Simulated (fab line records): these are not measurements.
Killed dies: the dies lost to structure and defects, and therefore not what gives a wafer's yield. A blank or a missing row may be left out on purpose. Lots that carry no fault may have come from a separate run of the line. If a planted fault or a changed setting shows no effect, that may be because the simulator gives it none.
Which tool did it? || flow gf180mcu || 15 lots with 45 wafers sampled at 3 steps, on a route of 602 steps

== WHAT THE GAUGES READ, wafer by wafer ==
GF_MIM_THK_MEAS_06. Usual: for MIM_CVD_05_THK the level is 42.3 nm and the standard deviation is 0.53.
{"lot": "L205", "measured": "day 25 03:40", "on": "filmMetro-02", "MIM_CVD_05_THK (nm)": "41.9 42.8 43.5", "flag": ""}
{"lot": "L208", "measured": "day 25 21:16", "on": "filmMetro-03", "MIM_CVD_05_THK (nm)": "41.9 42.1 43.0", "flag": ""}
{"lot": "L207", "measured": "day 26 00:38", "on": "filmMetro-02", "MIM_CVD_05_THK (nm)": "42.2 42.9 43.0", "flag": ""}
{"lot": "L209", "measured": "day 26 06:35", "on": "filmMetro-03", "MIM_CVD_05_THK (nm)": "41.5 41.7 42.5", "flag": ""}
{"lot": "L210", "measured": "day 26 18:49", "on": "filmMetro-03", "MIM_CVD_05_THK (nm)": "42.4 42.1 42.9", "flag": ""}
{"lot": "L211", "measured": "day 27 04:50", "on": "filmMetro-02", "MIM_CVD_05_THK (nm)": "40.8 41.5 41.9", "flag": ""}
{"lot": "L213", "measured": "day 27 12:13", "on": "filmMetro-02", "MIM_CVD_05_THK (nm)": "42.0 41.9 42.6", "flag": ""}
{"lot": "L216", "measured": "day 28 08:56", "on": "filmMetro-01", "MIM_CVD_05_THK (nm)": "41.6 42.0 42.2", "flag": ""}
{"lot": "L217", "measured": "day 28 16:07", "on": "filmMetro-03", "MIM_CVD_05_THK (nm)": "41.5 42.2 41.7", "flag": ""}
{"lot": "L218", "measured": "day 28 21:35", "on": "filmMetro-01", "MIM_CVD_05_THK (nm)": "41.8 41.2 42.6", "flag": ""}
{"lot": "L219", "measured": "day 29 02:50", "on": "filmMetro-03", "MIM_CVD_05_THK (nm)": "42.0 41.6 42.5", "flag": ""}
{"lot": "L224", "measured": "day 30 11:37", "on": "filmMetro-02", "MIM_CVD_05_THK (nm)": "41.5 42.1 43.0", "flag": ""}
{"lot": "L225", "measured": "day 30 18:56", "on": "filmMetro-01", "MIM_CVD_05_THK (nm)": "42.6 43.3 43.1", "flag": ""}
{"lot": "L226", "measured": "day 31 00:13", "on": "filmMetro-02", "MIM_CVD_05_THK (nm)": "41.4 42.1 42.6", "flag": ""}
{"lot": "L227", "measured": "day 31 11:02", "on": "filmMetro-03", "MIM_CVD_05_THK (nm)": "42.0 42.1 42.9", "flag": ""}

== WHICH TOOL RAN EACH LOT (tool, then ch and the chambers of the sampled wafers, then the start) ==
{"lot": "L205", "GF_V4_ETCH_16": "rieDiel-04 ch 1,3, day 25 02:02", "GF_MIM_CVD_05": "pecvd-02 ch 0,1, day 25 03:37"}
{"lot": "L208", "GF_V4_ETCH_16": "rieDiel-01 ch 2,3, day 25 19:37", "GF_MIM_CVD_05": "pecvd-04 ch 0,1,2, day 25 21:13"}
{"lot": "L207", "GF_V4_ETCH_16": "rieDiel-01 ch 1,2,3, day 25 23:01", "GF_MIM_CVD_05": "pecvd-04 ch 0,2, day 26 00:36"}
{"lot": "L209", "GF_V4_ETCH_16": "rieDiel-03 ch 2,3, day 26 04:40", "GF_MIM_CVD_05": "pecvd-02 ch 0,1, day 26 06:33"}
{"lot": "L210", "GF_V4_ETCH_16": "rieDiel-03 ch 0,1,3, day 26 17:10", "GF_MIM_CVD_05": "pecvd-02 ch 0,2, day 26 18:47"}
{"lot": "L211", "GF_V4_ETCH_16": "rieDiel-01 ch 1,2,3, day 27 03:13", "GF_MIM_CVD_05": "pecvd-03 ch 0,2, day 27 04:49"}
{"lot": "L213", "GF_V4_ETCH_16": "rieDiel-04 ch 1,2, day 27 10:34", "GF_MIM_CVD_05": "pecvd-03 ch 1,2, day 27 12:10"}
{"lot": "L216", "GF_V4_ETCH_16": "rieDiel-03 ch 0,1,2, day 28 07:10", "GF_MIM_CVD_05": "pecvd-02 ch 0,2, day 28 08:55"}
{"lot": "L217", "GF_V4_ETCH_16": "rieDiel-03 ch 0,2,3, day 28 14:31", "GF_MIM_CVD_05": "pecvd-04 ch 0,1,2, day 28 16:05"}
{"lot": "L218", "GF_V4_ETCH_16": "rieDiel-01 ch 0,2, day 28 19:55", "GF_MIM_CVD_05": "pecvd-03 ch 0,2, day 28 21:34"}
{"lot": "L219", "GF_V4_ETCH_16": "rieDiel-04 ch 2,3, day 29 01:13", "GF_MIM_CVD_05": "pecvd-03 ch 0,1,2, day 29 02:49"}
{"lot": "L224", "GF_V4_ETCH_16": "rieDiel-01 ch 0,1,3, day 30 09:55", "GF_MIM_CVD_05": "pecvd-04 ch 0,1,2, day 30 11:35"}
{"lot": "L225", "GF_V4_ETCH_16": "rieDiel-03 ch 0,1,2, day 30 16:52", "GF_MIM_CVD_05": "pecvd-02 ch 1,2, day 30 18:53"}
{"lot": "L226", "GF_V4_ETCH_16": "rieDiel-03 ch 1,2,3, day 30 22:31", "GF_MIM_CVD_05": "pecvd-02 ch 0,1,2, day 31 00:11"}
{"lot": "L227", "GF_V4_ETCH_16": "rieDiel-04 ch 0,1,2, day 31 09:16", "GF_MIM_CVD_05": "pecvd-02 ch 0,1,2, day 31 11:00"}
- GF_V4_ETCH_16: etches BARC in N2/H2.
- GF_MIM_CVD_05: deposits Si3N4, target thk 42 nm, time 29.086 s.

== AS READ BY THE TOOLS THEMSELVES (means over the sampled wafers that have a number; for cases with no such wafer, the mark the record gives instead) ==
GF_V4_ETCH_16. Usual: biasW 99.99 W, standard deviation 0.27; chamberPressureMTorr 30.00 mTorr, standard deviation 0.03; drypumpMotorCurrentA 5.8 A, standard deviation 0.57; h2FlowSccm 200.0 sccm, standard deviation 0.62; oesProductAu 0.855 a.u., standard deviation 0.0047; throttleValvePct 13.225 %, standard deviation 0.0089.
{"lot": "L205", "tool": "rieDiel-04", "biasW (W)": 100.13, "chamberPressureMTorr (mTorr)": 30.01, "drypumpMotorCurrentA (A)": 5.9, "h2FlowSccm (sccm)": 199.8, "oesProductAu (a.u.)": 0.855, "throttleValvePct (%)": 13.215, "flag": ""}
{"lot": "L208", "tool": "rieDiel-01", "biasW (W)": 99.78, "chamberPressureMTorr (mTorr)": 29.99, "drypumpMotorCurrentA (A)": 6.6, "h2FlowSccm (sccm)": 199.9, "oesProductAu (a.u.)": 0.849, "throttleValvePct (%)": 13.230, "flag": ""}
{"lot": "L207", "tool": "rieDiel-01", "biasW (W)": 99.87, "chamberPressureMTorr (mTorr)": 30.00, "drypumpMotorCurrentA (A)": 6.5, "h2FlowSccm (sccm)": 199.8, "oesProductAu (a.u.)": 0.854, "throttleValvePct (%)": 13.217, "flag": ""}
{"lot": "L209", "tool": "rieDiel-03", "biasW (W)": 100.10, "chamberPressureMTorr (mTorr)": 30.02, "drypumpMotorCurrentA (A)": 5.9, "h2FlowSccm (sccm)": 199.8, "oesProductAu (a.u.)": 0.854, "throttleValvePct (%)": 13.218, "flag": ""}
{"lot": "L210", "tool": "rieDiel-03", "biasW (W)": 99.80, "chamberPressureMTorr (mTorr)": 29.99, "drypumpMotorCurrentA (A)": 5.5, "h2FlowSccm (sccm)": 200.3, "oesProductAu (a.u.)": 0.853, "throttleValvePct (%)": 13.226, "flag": ""}
{"lot": "L211", "tool": "rieDiel-01", "biasW (W)": 99.87, "chamberPressureMTorr (mTorr)": 29.99, "drypumpMotorCurrentA (A)": 6.4, "h2FlowSccm (sccm)": 199.9, "oesProductAu (a.u.)": 0.855, "throttleValvePct (%)": 13.232, "flag": ""}
{"lot": "L213", "tool": "rieDiel-04", "biasW (W)": 100.07, "chamberPressureMTorr (mTorr)": 29.98, "drypumpMotorCurrentA (A)": 5.7, "h2FlowSccm (sccm)": 199.8, "oesProductAu (a.u.)": 0.856, "throttleValvePct (%)": 13.220, "flag": ""}
{"lot": "L216", "tool": "rieDiel-03", "biasW (W)": 100.07, "chamberPressureMTorr (mTorr)": 30.02, "drypumpMotorCurrentA (A)": 5.8, "h2FlowSccm (sccm)": 200.1, "oesProductAu (a.u.)": 0.860, "throttleValvePct (%)": 13.224, "flag": ""}
{"lot": "L217", "tool": "rieDiel-03", "biasW (W)": 99.92, "chamberPressureMTorr (mTorr)": 30.00, "drypumpMotorCurrentA (A)": 5.8, "h2FlowSccm (sccm)": 199.8, "oesProductAu (a.u.)": 0.854, "throttleValvePct (%)": 13.231, "flag": ""}
{"lot": "L218", "tool": "rieDiel-01", "biasW (W)": 100.01, "chamberPressureMTorr (mTorr)": 29.99, "drypumpMotorCurrentA (A)": 6.5, "h2FlowSccm (sccm)": 199.9, "oesProductAu (a.u.)": 0.852, "throttleValvePct (%)": 13.232, "flag": ""}
{"lot": "L219", "tool": "rieDiel-04", "biasW (W)": 100.37, "chamberPressureMTorr (mTorr)": 30.02, "drypumpMotorCurrentA (A)": 5.1, "h2FlowSccm (sccm)": 199.4, "oesProductAu (a.u.)": 0.850, "throttleValvePct (%)": 13.220, "flag": ""}
{"lot": "L224", "tool": "rieDiel-01", "biasW (W)": 100.31, "chamberPressureMTorr (mTorr)": 30.00, "drypumpMotorCurrentA (A)": 6.3, "h2FlowSccm (sccm)": 199.6, "oesProductAu (a.u.)": 0.850, "throttleValvePct (%)": 13.224, "flag": ""}
{"lot": "L225", "tool": "rieDiel-03", "biasW (W)": 100.10, "chamberPressureMTorr (mTorr)": 30.02, "drypumpMotorCurrentA (A)": 5.8, "h2FlowSccm (sccm)": 199.6, "oesProductAu (a.u.)": 0.859, "throttleValvePct (%)": 13.233, "flag": ""}
{"lot": "L226", "tool": "rieDiel-03", "biasW (W)": 100.22, "chamberPressureMTorr (mTorr)": 29.99, "drypumpMotorCurrentA (A)": 5.9, "h2FlowSccm (sccm)": 199.7, "oesProductAu (a.u.)": 0.851, "throttleValvePct (%)": 13.226, "flag": ""}
{"lot": "L227", "tool": "rieDiel-04", "biasW (W)": 99.78, "chamberPressureMTorr (mTorr)": 30.00, "drypumpMotorCurrentA (A)": 5.4, "h2FlowSccm (sccm)": 199.8, "oesProductAu (a.u.)": 0.856, "throttleValvePct (%)": 13.226, "flag": ""}

GF_MIM_CVD_05. Usual: heaterPowerW reads 647 W (standard deviation 85).
{"lot": "L205", "tool": "pecvd-02", "heaterPowerW (W)": 721, "flag": ""}
{"lot": "L208", "tool": "pecvd-04", "heaterPowerW (W)": 697, "flag": ""}
{"lot": "L207", "tool": "pecvd-04", "heaterPowerW (W)": 727, "flag": ""}
{"lot": "L209", "tool": "pecvd-02", "heaterPowerW (W)": 750, "flag": ""}
{"lot": "L210", "tool": "pecvd-02", "heaterPowerW (W)": 627, "flag": ""}
{"lot": "L211", "tool": "pecvd-03", "heaterPowerW (W)": 587, "flag": ""}
{"lot": "L213", "tool": "pecvd-03", "heaterPowerW (W)": 537, "flag": ""}
{"lot": "L216", "tool": "pecvd-02", "heaterPowerW (W)": 599, "flag": ""}
{"lot": "L217", "tool": "pecvd-04", "heaterPowerW (W)": 642, "flag": ""}
{"lot": "L218", "tool": "pecvd-03", "heaterPowerW (W)": 580, "flag": ""}
{"lot": "L219", "tool": "pecvd-03", "heaterPowerW (W)": 577, "flag": ""}
{"lot": "L224", "tool": "pecvd-04", "heaterPowerW (W)": 608, "flag": ""}
{"lot": "L225", "tool": "pecvd-02", "heaterPowerW (W)": 650, "flag": ""}
{"lot": "L226", "tool": "pecvd-02", "heaterPowerW (W)": 653, "flag": ""}
{"lot": "L227", "tool": "pecvd-02", "heaterPowerW (W)": 684, "flag": ""}

== THE ANSWER, worked out from the rows above alone ==
Rule: take the mean of a lot's wafers that have a number; if it is more than 3 standard deviations from the usual mean, the lot is off. Also off: a lot with no number at a reading for which 4 or more lots have one. All remaining lots with rows at the step are treated as sound. First the gauges in route order, then the tools' own readings, where a lot's mean is used as printed above. The first step at which some lot is off is used, and at that step the reading that is off furthest; a lot without a number counts as furthest.
No lot is off on any of the readings shown, so nothing can be concluded from this.

== WHAT HAD BEEN PUT IN BY THE SIMULATOR ==
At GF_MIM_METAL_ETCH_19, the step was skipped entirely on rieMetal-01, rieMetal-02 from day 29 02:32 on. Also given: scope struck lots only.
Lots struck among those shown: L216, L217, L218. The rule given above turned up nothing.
